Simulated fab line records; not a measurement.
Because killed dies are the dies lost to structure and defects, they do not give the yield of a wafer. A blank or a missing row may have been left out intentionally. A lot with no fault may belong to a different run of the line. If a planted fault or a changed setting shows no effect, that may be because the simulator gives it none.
Struck lot and sound lot, side by side | flow sky130 | 16 steps out of a route of 708
Sound: these wafers, L324.1, L324.2, L324.5. Struck: wafers L332.4, L332.5, L332.6. The cause is named last.
Per side, at each step with rows, come the tool, then ch with its chambers, and then its first start. Under that, the readings that differ: sound wafers | struck wafers | difference of the means | sigmas: that difference in standard deviations of wafers without a fault.
alike: words and numbers the same on both sides, and readings whose means are apart by under 2 such deviations; not compared: readings that were withheld, readings missing a value for some wafer, numbers with overlapping values and no deviation given by the record, and bounds like >300 which may hide the same value.
Wherever a step has rows on one side only, a row that says differs or no value, or a row with sigmas, the two part there. Numbers that have no deviation but don't overlap get no sigmas and don't part them. Lack of a reading on every wafer of one side parts them only where that side has two or more wafers.

first, 2 steps without rows for these wafers: SKY_NWELL_IMPLANT_12; SKY_NWELL_IMPLANT_13.
SKY_NWELL_STRIP_14: strips in O2/N2.
  sound on plasma-asher-03 ch 0,1, day 5 17:23; struck on plasma-asher-02 ch 0,1, day 7 19:40
  alike: drypump-motor-current-A, oes-product-au, strip-time-to-endpoint-s
  not compared: rf-hours-counter-h
SKY_NWELL_TW_MEAS_15:
  struck on film-metro-03, day 7 19:46; sound on film-metro-02, day 5 17:29
  alike: NWELL_TW
then, 7 steps without rows for these wafers: SKY_NWELL_DEHYDRATE_16 (time 60 s); SKY_NWELL_HMDS_17 (prime time 60 s); SKY_NWELL_COAT_18 (resist thk 3000 nm); SKY_NWELL_SOFTBAKE_19; SKY_NWELL_EXPOSE_20 (exposes mask NWM COMPLEMENT, target cd 840 nm); SKY_NWELL_PEB_21; SKY_NWELL_DEVELOP_22 (develop time 60 s).
SKY_NWELL_OVL_MEAS_23:
  struck on overlay-01, day 8 15:28; sound on overlay-01, day 6 11:23
  alike: NWELL_01_OVL
SKY_NWELL_IMPLANT_24:
  sound on implanter-02 ch 0, day 6 11:26; struck on implanter-04 ch 0, day 8 15:33
  reading            | sound                       | struck                           | difference  | sigmas
  dose-ions-cm2      | 9.197e+12 9.2e+12 9.209e+12 | 1.5765e+13 1.5778e+13 1.5769e+13 | +6.5687e+12 | +99 or more
  faraday-current-uA | 51.9 51.5 51.7              | 88.0 91.4 89.3                   | +37.9       | +34
SKY_NWELL_STRIP_25: strips in O2/N2.
  sound on plasma-asher-02 ch 0,1, day 6 11:35; struck on plasma-asher-02 ch 0,1, day 8 15:40
  reading                      | sound             | struck            | difference | sigmas
  strip-time-to-endpoint-s (s) | 36.91 36.87 36.96 | 36.64 36.62 36.64 | -0.28      | -3
  alike: drypump-motor-current-A, oes-product-au
  not compared: rf-hours-counter-h
SKY_NWELL_TW_MEAS_26:
  struck on film-metro-01, day 8 15:59; sound on film-metro-02, day 6 11:41
  reading    | sound             | struck            | difference | sigmas
  NWELL_2_TW | 488.6 492.4 489.2 | 577.7 582.3 578.9 | +89.6      | +31
  not compared: hold
-- the record jumps here: 40 days lie between the struck wafers' starts before and after (it left off in module NWELL and takes up again in module PAD_OPEN, whose first step shown is number 708 of the route) --
SKY_PAD_OPEN_PROBE_99:
  struck on prober-01, day 48 21:04; sound on prober-01, day 46 22:02
  reading                                    | sound                         | struck                        | difference | sigmas
  model.etest.pfet_16v.r-on-ohm-um           | 1.509e+04 1.476e+04 1.508e+04 | 1.213e+04 1.222e+04 1.204e+04 | -2.847e+03 |
  model.etest.res-iso-pwell.rs-ohm-sq        | 2791 2701 2772                | 2194 2264 2161                | -548       |
  model.etest.res-pwell-under-gate.rs-ohm-sq | 2282 2280 2265                | 1601 1598 1601                | -676       |
  model.etest.nfet_16v.r-on-ohm-um           | 1.395e+04 1.388e+04 1.422e+04 | 1.471e+04 1.46e+04 1.468e+04  | +6.467e+02 |
  model.etest.res-iso-pwell.line-ohm-um      | 1039 1021 1035                | 819.2 839.7 801.2             | -211.6     |
  model.etest.tip_n_5v.rs-ohm-sq             | 1359 1366 1372                | 1494 1494 1495                | +129       |
  model.etest.res-nwell.line-ohm-um          | 1115 1097 1094                | 1192 1208 1178                | +91        |
  model.etest.res-iso-pwell.width-nm (nm)    | 2643 2654 2660                | 2696 2683 2685                | +36        |
  alike: killed_at_M0_to_M3, killed_at_M4_up, killed-at-contacts, killed-at-front-end, killed-at-other, killed-dies, killed-open, killed-short

== WHERE THEY PART ==
Last at SKY_NWELL_TW_MEAS_26 as far as this record goes, first at SKY_NWELL_IMPLANT_24. Later steps at which nothing parts them and some readings are alike: SKY_PAD_OPEN_PROBE_99.

WHY: what had been put in by the simulator
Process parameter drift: implanter-04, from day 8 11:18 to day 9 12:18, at SKY_NWELL_IMPLANT_24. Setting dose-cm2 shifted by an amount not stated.
